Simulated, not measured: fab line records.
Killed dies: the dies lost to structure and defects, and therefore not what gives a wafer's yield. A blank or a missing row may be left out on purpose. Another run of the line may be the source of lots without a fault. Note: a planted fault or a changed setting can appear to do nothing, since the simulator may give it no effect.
Which tool is to blame?	flow gf180mcu	6 lots, 18 wafers sampled, at 2 steps of a route of 602

WHAT THE GAUGES READ, wafer by wafer
GF_VT_IMPLANT_RS_MEAS_48: uses a four-point probe to measure.
lot	measured	on	LVPWELL_RS (ohm/sq)
L519	day 8 01:30	film_metro-03	1198.4 1195.5 1193.7
L521	day 8 20:25	film_metro-03	1198.1 1195.2 1199.6
L523	day 9 01:44	film_metro-04	1195.9 1196.9 1195.0
L525	day 9 10:34	film_metro-04	1190.3 1193.4 1189.6
L527	day 10 01:05	film_metro-04	1195.2 1198.2 1196.9
L537	day 12 23:09	film_metro-04	1255.2 1255.6 1255.5 1251.3 1253.7 1253.2

WHICH TOOL RAN EACH LOT (tool, then ch and the chambers of the sampled wafers, then the start)
lot	GF_LVPWELL_IMPLANT_08
L519	implanter-03 ch 0, day 4 06:59
L521	implanter-03 ch 0, day 4 22:56
L523	implanter-03 ch 0, day 5 01:44
L525	implanter-04 ch 0, day 5 11:39
L527	implanter-04 ch 0, day 5 23:29
L537	implanter-04 ch 0, day 8 08:30
- GF_LVPWELL_IMPLANT_08

THE ANSWER, worked out from the rows above alone
Rule: usual is defined by the lots themselves. The widest of any qualifying gaps counts: lots, ordered by their means at a reading, are off when they make up no more than a third of the lots, leave a main group of 4 or more, and stand apart from it by 3 or more times the standard deviation of that group's means. The tables above print the reading to a certain number of digits; a main group whose means all agree to those digits is not used. A lot without any number at a reading at which 4 lots or more have one is off too. Where the step has rows for the other lots, those lots are counted as sound.
Off: at GF_VT_IMPLANT_RS_MEAS_48 (LVPWELL_RS), L537. The main group has a mean of 1195.5 ohm/sq with a standard deviation of 2.3.
If a tool, at a process step before that reading, ran all the lots that are off and no sound lot after the first of them, it fits. The gauges at GF_VT_IMPLANT_RS_MEAS_48 are tried like those tools. This does not decide it: 2 tools fit, namely implanter-04 at GF_LVPWELL_IMPLANT_08 and film_metro-04 at GF_VT_IMPLANT_RS_MEAS_48.

WHAT THE SIMULATOR PUT IN
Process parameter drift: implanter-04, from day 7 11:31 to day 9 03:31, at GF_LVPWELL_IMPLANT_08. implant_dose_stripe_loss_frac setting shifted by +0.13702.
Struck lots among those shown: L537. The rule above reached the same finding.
